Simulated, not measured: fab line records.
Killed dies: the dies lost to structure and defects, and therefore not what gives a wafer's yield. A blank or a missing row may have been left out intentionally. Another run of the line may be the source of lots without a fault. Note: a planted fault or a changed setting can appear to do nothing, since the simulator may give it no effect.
A single fault, viewed from 2 desks    flow sky130    what lay behind the numbers comes last; until then each desk has only its own

## METROLOGY DESK
What the gauges read for every lot (on any tool): the sampled wafers with a number, averaged. The brackets show how far a lot's mean lies from the usual mean; more than 4 standard deviations puts the lot out of limits, marked OUT.
Columns: A = NWELL_OXIDATION_THK at SKY_NWELL_THK_MEAS_02, usual 10.02 nm; B = LI_CONTACT_HDPCVD_THK at SKY_LI_CONTACT_THK_MEAS_01, usual 928 nm
lot   first seen here  A      B
L495  day 2 13:07      10.22  933
L496  day 2 18:32      9.87   921
L497  day 2 21:34      10.39  921
L498  day 3 04:36      9.76   930
L499  day 3 07:30      10.06  930
L502  day 4 01:02      9.85   922
L504  day 4 11:02      10.23  916
L505  day 4 18:59      9.99   920
L507  day 5 03:32      10.00  924
L508  day 5 07:47      9.57   934
L516  day 6 23:59      9.84   932
L517  day 7 08:16      10.15  921
L518  day 7 11:26      10.15  920
This desk found nothing out of limits on any of the 13 lots.

## THE TOOL OWNER'S DESK: implanter-03
The tool's own readings at SKY_VT_ADJUST_PCH_IMPLANT_08, given as means over the sampled wafers that have a number, one for each lot that went through this tool. The brackets show how far a lot's mean lies from the usual mean; more than 4 standard deviations puts the lot out of limits, marked OUT.
Columns: A = beam energy keV at SKY_VT_ADJUST_PCH_IMPLANT_08, usual 10.000; B = beam on s at SKY_VT_ADJUST_PCH_IMPLANT_08, usual 10.01 s; C = end station pressure torr at SKY_VT_ADJUST_PCH_IMPLANT_08, usual 4.97e-06 Torr; D = faraday current uA at SKY_VT_ADJUST_PCH_IMPLANT_08, usual 2.81
lot   first seen here  A       B                 C                           D
L496  day 10 17:03     10.000  10.06             4.96e-06                    2.80
L504  day 13 05:50     9.999   9.89              5.10e-06                    2.84
L505  day 13 18:22     9.997   9.91              4.81e-06                    2.85
L507  day 14 06:32     10.000  11.04 (+5.2) OUT  6.83e-05 (+99 or more) OUT  2.48 (-6.0) OUT
L508  day 14 14:10     10.000  11.20 (+5.9) OUT  6.91e-05 (+99 or more) OUT  2.44 (-6.7) OUT
L517  day 17 10:59     10.003  9.98              5.21e-06                    2.82
This desk's verdict: out of limits on L507, L508, starting with L507 at day 14 06:32 (beam on s at SKY_VT_ADJUST_PCH_IMPLANT_08). L496, L504, L505, L517 stayed within limits.

## ALL TOGETHER
On L507, L508, at day 14 06:32, an alarm was possible from the tool owner's desk.
From the metrology desk's view, nothing was out of limits.
The metrology desk holds a record of L507, L508, inside its limits.
All the named lots went through SKY_VT_ADJUST_PCH_IMPLANT_08 on implanter-03.

## WHAT HAD BEEN PUT IN BY THE SIMULATOR
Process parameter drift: implanter-03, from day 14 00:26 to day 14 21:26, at SKY_VT_ADJUST_PCH_IMPLANT_08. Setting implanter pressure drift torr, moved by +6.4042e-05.
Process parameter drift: implanter-03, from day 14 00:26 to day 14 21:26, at SKY_VT_ADJUST_PCH_IMPLANT_08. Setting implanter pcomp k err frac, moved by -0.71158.
Shown lots that were struck: L507, L508.
Delay in hours, fault start to first out-of-limits reading, by desk: the tool owner's desk at 6.
